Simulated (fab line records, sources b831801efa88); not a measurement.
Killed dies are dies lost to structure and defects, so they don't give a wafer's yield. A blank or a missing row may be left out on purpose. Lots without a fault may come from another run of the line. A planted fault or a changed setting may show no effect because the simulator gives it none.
A struck lot beside a sound one | flow sky130 | 28 steps out of a route of 708
Sound: wafers L924.3, L924.4, L924.5. Struck: wafers L921.1, L921.2, L921.3. The cause comes at the end.
At each step with rows: each side's tool, then ch and its chambers, then its first start. Under that, the readings that differ: sound wafers | struck wafers | difference of the means | sigmas: that difference in standard deviations of wafers without a fault.
alike: readings whose means differ by less than 2 such deviations, and words and numbers that are the same on both sides. not compared: withheld readings, readings that some wafer has no value for, bounds like >300 that may hide the same value, and numbers for which the record gives no deviation and whose values overlap.
The two part at a step that has a row with sigmas, a row that says differs or no value, or rows on one side only. Numbers that don't overlap but have no deviation are shown without sigmas and don't part them. A reading that every wafer of one side lacks parts them only if that side has two wafers or more.

first, 8 steps without rows for these wafers: SKY_LOCAL_INTERCONNECT_ETCH_13 (etches BARC in N2/H2, stops on SiO2, time 45.9 s, target depth 60 nm); SKY_LOCAL_INTERCONNECT_METAL_ETCH_14 (etches TiN in Cl2/BCl3, stops on PSG, target depth 110 nm, time 31.4 s); SKY_LOCAL_INTERCONNECT_STRIP_15 (strips in O2/N2); SKY_LOCAL_INTERCONNECT_STRIP_16 (strips in post etch residue remover, time 1200 s); SKY_LOCAL_INTERCONNECT_CLEAN_17 (cleans in IPA, time 180 s); SKY_LOCAL_INTERCONNECT_CLEAN_18 (cleans in O3/DIW); SKY_CONTACT_CVD_00 (deposits Si3N4, target thk 75 nm); SKY_CONTACT_HDPCVD_02 (deposits SiO2, target thk 565 nm, time 94.2 s).
SKY_CONTACT_CMP_04: polishes SiO2.
  sound on cmp-01 ch 0,2,3, day 35 11:29; struck on cmp-01 ch 0,1,3, day 34 22:38
  no value came back on the struck wafers for edge_zone_pressure_frac, head_pressure_psi (psi), motor_current_A (A), time_to_endpoint_s (s); on the sound wafers edge_zone_pressure_frac reads 1.000 0.997 1.005
  reading                                     | sound             | struck            | difference | sigmas
  model.SiO2_of_CONTACT_HDPCVD_02.thk_nm (nm) | 340.3 340.1 340.3 | 563.5 570.2 567.5 | +226.8     |
then, 9 steps without rows for these wafers: SKY_CONTACT_DEHYDRATE_06 (time 60 s); SKY_CONTACT_HMDS_07 (prime time 60 s); SKY_CONTACT_COAT_08 (resist thk 60 nm); SKY_CONTACT_COAT_09 (resist thk 450 nm); SKY_CONTACT_SOFTBAKE_10 (time 90 s); SKY_CONTACT_EXPOSE_11 (exposes mask CTM1, target cd 170 nm); SKY_CONTACT_PEB_12; SKY_CONTACT_DEVELOP_13 (develop time 60 s); SKY_CONTACT_ETCH_16 (etches BARC in N2/H2, stops on SiO2, time 45.9 s, target depth 60 nm).
SKY_CONTACT_ETCH_17: etches SiO2 in C4F8/O2/Ar, stops on Si3N4, target depth 340 nm.
  sound on rie_diel-01 ch 0,3, day 36 14:47; struck on rie_diel-04 ch 0,1,2, day 36 01:40
  reading                             | sound             | struck            | difference | sigmas
  oes_product_au (a.u.)               | 0.892 0.889 0.893 | 1.621 1.607 1.651 | +0.735     | +99 or more
  model.CONTACT.feature_depth_nm (nm) | 340.3 340.1 340.3 | 409.2 403.1 418.5 | +70.0      |
  model.etch.depth_nm (nm)            | 340.3 340.1 340.3 | 409.2 403.1 418.5 | +70.0      |
then, 7 steps without rows for these wafers: SKY_CONTACT_ETCH_18 (etches Si3N4 in CHF3/O2, stops on TiN, time 39 s, target depth 75 nm); SKY_CONTACT_STRIP_19 (strips in O2/N2); SKY_CONTACT_STRIP_20 (strips in post etch residue remover, time 1200 s); SKY_CONTACT_CLEAN_21 (cleans in IPA, time 180 s); SKY_CONTACT_CLEAN_22 (cleans in O3/DIW); SKY_CONTACT_SPUTTER_23 (material TiN, target thk 20 nm, time 80 s); SKY_CONTACT_CVD_24 (deposits W, target thk 340 nm, time 102.12 s).
SKY_CONTACT_CMP_27: polishes, stops on SiO2, t overpolish 15 s, target thk 0 nm.
  sound on cmp-01 ch 0,1, day 36 15:52; struck on cmp-01 ch 0,1,2, day 36 02:48
  reading                                     | sound             | struck          | difference | sigmas
  model.SiO2_of_CONTACT_HDPCVD_02.thk_nm (nm) | 337.1 336.9 337.1 | 560.4 567 564.3 | +226.9     |
  alike: edge_zone_pressure_frac, head_pressure_psi, motor_current_A
-- the record jumps here: 13 days lie between the struck wafers' starts before and after (it left off in module CONTACT and takes up again in module PAD_OPEN, whose first step shown is number 708 of the route) --
SKY_PAD_OPEN_PROBE_99:
  sound on prober-02, day 49 10:51; struck on prober-01, day 49 02:37
  reading            | sound    | struck      | difference | sigmas
  killed_at_contacts | 23 23 16 | 430 435 448 | +417       | +83
  killed_dies        | 92 81 74 | 492 492 492 | +410       | +41
  killed_on_rim      | 22 16 14 | 96 96 96    | +79        | +22
  alike: killed_at_M0_to_M3, killed_at_M4_up, killed_at_front_end, killed_at_other, killed_open, killed_short

WHERE THEY PART
First at SKY_CONTACT_CMP_04; last, within this record, at SKY_PAD_OPEN_PROBE_99.

WHY: what the simulator had put in
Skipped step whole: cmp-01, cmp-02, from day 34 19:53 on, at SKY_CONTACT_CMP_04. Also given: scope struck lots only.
